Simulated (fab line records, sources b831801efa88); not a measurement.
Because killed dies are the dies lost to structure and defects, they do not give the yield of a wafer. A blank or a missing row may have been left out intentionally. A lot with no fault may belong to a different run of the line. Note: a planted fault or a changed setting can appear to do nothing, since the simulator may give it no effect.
The tool behind it: which one?	flow sky130	45 wafers from 15 lots sampled at 4 of the route's 708 steps

== WHAT THE GAUGES READ, wafer by wafer ==
SKY_PAD_OPEN_BOW_MEAS_13. Usual: PAD_OPEN_BOW 45 um, standard deviation 8.7.
lot	measured	on	PAD_OPEN_BOW (um)	flag
L793	day 45 10:59	film metro-02	55 48 44	
L796	day 47 09:01	film metro-01	46 44 54	
L798	day 47 16:47	film metro-02	38 45 51	
L797	day 47 17:51	film metro-02	32 34 33	
L799	day 47 21:46	film metro-03	48 53 46	
L800	day 48 03:55	film metro-02	34 41 39	
L803	day 48 10:10	film metro-01	46 37 31	
L802	day 48 11:35	film metro-01	39 45 41	
L804	day 49 00:02	film metro-01	47 51 45	
L808	day 49 09:10	film metro-01	44 47 48	
L815	day 50 15:31	film metro-01	56 53 66	
L816	day 50 20:07	film metro-01	56 49 46	

== TOOL THAT RAN EACH LOT (tool first, then ch and the chambers of the sampled wafers, then the start) ==
lot	SKY_VIA4_CMP_02	SKY_PASSIVATION_CVD_02	SKY_PAD_OPEN_STRIP_08
L793	cmp-02 ch 1,2,3, day 41 12:12	pecvd-01 ch 0,2, day 43 12:52	plasma asher-04 ch 0,1, day 45 08:53
L796	cmp-01 ch 0,1,3, day 43 15:35	pecvd-04 ch 0,1, day 45 13:33	plasma asher-04 ch 0,1, day 47 06:54
L798	cmp-01 ch 0,1, day 43 23:52	pecvd-04 ch 0,2, day 45 21:17	plasma asher-03 ch 0, day 47 14:15
L797	cmp-01 ch 0,1,2, day 44 02:04	pecvd-01 ch 0,1,2, day 45 23:11	plasma asher-04 ch 0,1, day 47 15:38
L799	cmp-01 ch 0,2, day 44 06:30	pecvd-04 ch 0,1,2, day 46 02:25	plasma asher-02 ch 0,1, day 47 19:26
L800	cmp-01 ch 1,2,3, day 44 11:41	pecvd-01 ch 0,1, day 46 08:28	plasma asher-04 ch 0,1, day 48 01:29
L803	cmp-01 ch 0,1, day 44 18:52	pecvd-01 ch 0,1, day 46 15:50	plasma asher-02 ch 0,1, day 48 07:38
L802	cmp-01 ch 0,2,3, day 44 20:23	pecvd-01 ch 0,2, day 46 16:25	plasma asher-04 ch 0,1, day 48 09:08
L804	cmp-01 ch 0,1,2, day 45 10:26	pecvd-01 ch 0,2, day 47 06:13	plasma asher-03 ch 0,1, day 48 21:53
L808	cmp-02 ch 1,2, day 45 22:50	pecvd-04 ch 0,1, day 47 17:46	plasma asher-03 ch 0,1, day 49 07:02
L809	cmp-01 ch 1,3, day 46 06:02	pecvd-04 ch 0,2, day 48 01:32	-
L810	cmp-01 ch 2,3, day 46 07:14	pecvd-03 ch 0,2, day 48 04:32	-
L811	cmp-02 ch 1,2,3, day 46 13:05	pecvd-03 ch 1,2, day 48 08:08	-
L815	cmp-02 ch 1,2,3, day 47 11:55	pecvd-04 ch 1,2, day 49 04:32	plasma asher-04 ch 0,1, day 50 13:25
L816	cmp-02 ch 0,1,3, day 47 18:59	pecvd-03 ch 0,1,2, day 49 09:05	plasma asher-04 ch 0,1, day 50 17:56
- SKY_VIA4_CMP_02: polishes SiO2.
- SKY_PASSIVATION_CVD_02: deposits Si3N4, target thk 540 nm.
- SKY_PAD_OPEN_STRIP_08: strips in O2/N2.

== WHAT THE TOOLS THEMSELVES READ (means of the sampled wafers that have a number; where no wafer has one, the mark that the record gives instead) ==
SKY_VIA4_CMP_02. Usual: 11.3 A for motor current A, sd 1.
lot	tool	motor current A (A)	flag
L793	cmp-02	11.4	
L796	cmp-01	11.5	
L798	cmp-01	11.7	
L797	cmp-01	11.1	
L799	cmp-01	11.9	
L800	cmp-01	10.4	
L803	cmp-01	12.5	
L802	cmp-01	11.4	
L804	cmp-01	11.1	
L808	cmp-02	11.4	
L809	cmp-01	11.2	
L810	cmp-01	9.9	
L811	cmp-02	11.6	
L815	cmp-02	11.5	
L816	cmp-02	11.1	

SKY_PASSIVATION_CVD_02. Usual: heater power outer w 458 W, standard deviation 83; heater power w 748 W, standard deviation 140.
lot	tool	heater power outer w (W)	heater power w (W)	flag
L793	pecvd-01	560	919	
L796	pecvd-04	401	669	
L798	pecvd-04	426	674	
L797	pecvd-01	528	846	
L799	pecvd-04	410	668	
L800	pecvd-01	506	750	
L803	pecvd-01	586	889	
L802	pecvd-01	517	858	
L804	pecvd-01	535	884	
L808	pecvd-04	395	652	
L809	pecvd-04	-	-	OFF
L810	pecvd-03	-	-	OFF
L811	pecvd-03	-	-	OFF
L815	pecvd-04	426	708	
L816	pecvd-03	447	768	

SKY_PAD_OPEN_STRIP_08. Usual: drypump motor current A 5.4 A, standard deviation 0.42; oes product au 0.663 a.u., standard deviation 0.0043.
lot	tool	drypump motor current A (A)	oes product au (a.u.)	flag
L793	plasma asher-04	5.5	0.659	
L796	plasma asher-04	5.4	0.658	
L798	plasma asher-03	4.9	0.665	
L797	plasma asher-04	5.4	0.661	
L799	plasma asher-02	6.0	0.662	
L800	plasma asher-04	5.5	0.665	
L803	plasma asher-02	6.2	0.662	
L802	plasma asher-04	5.5	0.659	
L804	plasma asher-03	4.9	0.669	
L808	plasma asher-03	4.9	0.670	
L815	plasma asher-04	5.5	0.664	
L816	plasma asher-04	5.5	0.665	

== THE ANSWER, worked out from the rows above alone ==
Rule: a lot counts as off when the mean over its wafers that have a number is more than 3 standard deviations away from the usual mean. Also off: a lot with no number at a reading for which 4 or more lots have one. Any other lot the step has rows for is counted as sound. Order of review: gauges by route order, followed by the tools' own readings, for which a lot's mean as printed above is used. At the first step where some lot is off, the reading lying furthest off is the one used; lots without a number count as furthest.
Off, at SKY_PASSIVATION_CVD_02 on heater power outer w: L809, L810, L811. Without a number there: L809, L810, L811.
If a tool, at that step or one of the process steps before it, ran each lot that is off and ran no sound lot following the first of them, it fits. Not one of the candidates tried fits.

== WHAT THE SIMULATOR PUT IN ==
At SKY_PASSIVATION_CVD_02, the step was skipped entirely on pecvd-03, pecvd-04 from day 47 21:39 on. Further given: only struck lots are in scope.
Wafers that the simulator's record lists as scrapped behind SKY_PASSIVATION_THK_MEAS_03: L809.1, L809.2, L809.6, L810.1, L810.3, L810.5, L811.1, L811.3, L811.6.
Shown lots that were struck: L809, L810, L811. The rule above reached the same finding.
